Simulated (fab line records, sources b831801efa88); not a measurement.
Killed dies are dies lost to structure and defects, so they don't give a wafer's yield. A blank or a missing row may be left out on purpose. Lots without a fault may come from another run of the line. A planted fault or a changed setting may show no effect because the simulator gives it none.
Tool commonality check | flow sky130 | 10 lots, 30 wafers sampled

WHY IT WAS OPENED
At SKY_SONOS_ONO_THK_MEAS_01 the reading SONOS_ONO_OXIDATION_THK is flagged on 2 of 10 lots. Wafers without a fault read 2.61 nm, standard deviation 0.065.
Rule: a lot is flagged when every wafer of it that has a number lies more than 4 standard deviations from that mean, or none has a number. The other lots count as sound.

lot  | measured     | on            | SONOS_ONO_OXIDATION_THK (nm), wafer by wafer | flag
L274 | day 12 03:16 | film_metro-01 | 2.73 2.78 2.70                               |
L275 | day 12 10:31 | film_metro-01 | 2.57 2.62 2.63                               |
L279 | day 14 11:08 | film_metro-03 | 2.73 2.67 2.68                               |
L280 | day 14 13:44 | film_metro-03 | 2.55 2.49 2.56                               |
L281 | day 14 13:45 | film_metro-01 | 2.58 2.54 2.58                               |
L283 | day 15 08:09 | film_metro-03 | 2.53 2.55 2.63                               |
L284 | day 15 17:01 | film_metro-03 | 1.73 1.67 1.70                               | FLAGGED
L286 | day 16 08:35 | film_metro-04 | 1.54 1.59 1.55                               | FLAGGED
L292 | day 19 15:18 | film_metro-03 | 2.61 2.67 2.57                               |
L293 | day 19 16:40 | film_metro-04 | 2.56 2.61 2.60                               |
The numbers of the flagged lots are 1.63 nm on average: -0.98 nm against the usual, or -15 standard deviations.

WHICH TOOL RAN EACH LOT
The record holds 2 process steps before the reading, out of a route of 708 steps. In each cell: the tool, then ch and the chambers that the sampled wafers went through, then the start.
lot  | flag    | SKY_NWELL_STRIP_14                   | SKY_SONOS_ONO_OXIDATION_00
L274 |         | plasma_asher-04 ch 1, day 5 05:24    | furnace-02 ch 0, day 12 01:55
L275 |         | plasma_asher-02 ch 0,1, day 5 10:18  | furnace-02 ch 0, day 12 09:10
L279 |         | plasma_asher-02 ch 0,1, day 6 21:18  | furnace-02 ch 0, day 14 09:47
L280 |         | plasma_asher-02 ch 1, day 6 23:36    | furnace-01 ch 0, day 14 12:23
L281 |         | plasma_asher-04 ch 0,1, day 7 01:17  | furnace-01 ch 0, day 14 12:23
L283 |         | plasma_asher-02 ch 0,1, day 7 12:19  | furnace-01 ch 0, day 15 06:49
L284 | FLAGGED | plasma_asher-04 ch 0,1, day 7 19:23  | furnace-02 ch 0, day 15 15:38
L286 | FLAGGED | plasma_asher-02 ch 0,1, day 8 05:33  | furnace-02 ch 0, day 16 07:13
L292 |         | plasma_asher-02 ch 0,1, day 10 15:52 | furnace-02 ch 0, day 19 13:57
L293 |         | plasma_asher-01 ch 0,1, day 10 16:31 | furnace-02 ch 0, day 19 15:19
What these steps do:
- SKY_NWELL_STRIP_14: strips in O2/N2.
- SKY_SONOS_ONO_OXIDATION_00: stabilise 600 s, purge 300 s, target thk 2.6 nm.
- SKY_SONOS_ONO_THK_MEAS_01

FLAGGED OVER TOTAL, TOOL BY TOOL (the gauges that took the reading come last)
step                       | tool            | lots run | flagged | share of the flagged lots | sound lots run after its first flagged lot
SKY_NWELL_STRIP_14         | plasma_asher-01 | 1        | 0       | none                      | -
SKY_NWELL_STRIP_14         | plasma_asher-02 | 6        | 1       | some                      | 1 (L292)
SKY_NWELL_STRIP_14         | plasma_asher-04 | 3        | 1       | some                      | 0
SKY_SONOS_ONO_OXIDATION_00 | furnace-01      | 3        | 0       | none                      | -
SKY_SONOS_ONO_OXIDATION_00 | furnace-02      | 7        | 2       | all                       | 2 (L292,L293)
SKY_SONOS_ONO_THK_MEAS_01  | film_metro-01   | 3        | 0       | none                      | -
SKY_SONOS_ONO_THK_MEAS_01  | film_metro-03   | 5        | 1       | some                      | 1 (L292)
SKY_SONOS_ONO_THK_MEAS_01  | film_metro-04   | 2        | 1       | some                      | 1 (L293)

WHAT THE TABLE ALLOWS
1 row of the table ran every flagged lot: furnace-02 at SKY_SONOS_ONO_OXIDATION_00.
- furnace-02 at SKY_SONOS_ONO_OXIDATION_00: 2 of its 7 lots flagged. Sound lots ran on it after the first flagged one (L292, L293), which a lasting fault on the whole tool wouldn't allow. Its own readings lie more than 4 standard deviations out on every wafer of the flagged lots: spike_tc_bottom_C, spike_tc_centre_C, spike_tc_lower_C, spike_tc_top_C, spike_tc_upper_C, tube_center_temp_C, tube_center_temp_C_max, zone_power_bottom_pct.
No row of the table ran every flagged lot and no sound lot after the first.

WHAT THE SIMULATOR HAD PUT IN
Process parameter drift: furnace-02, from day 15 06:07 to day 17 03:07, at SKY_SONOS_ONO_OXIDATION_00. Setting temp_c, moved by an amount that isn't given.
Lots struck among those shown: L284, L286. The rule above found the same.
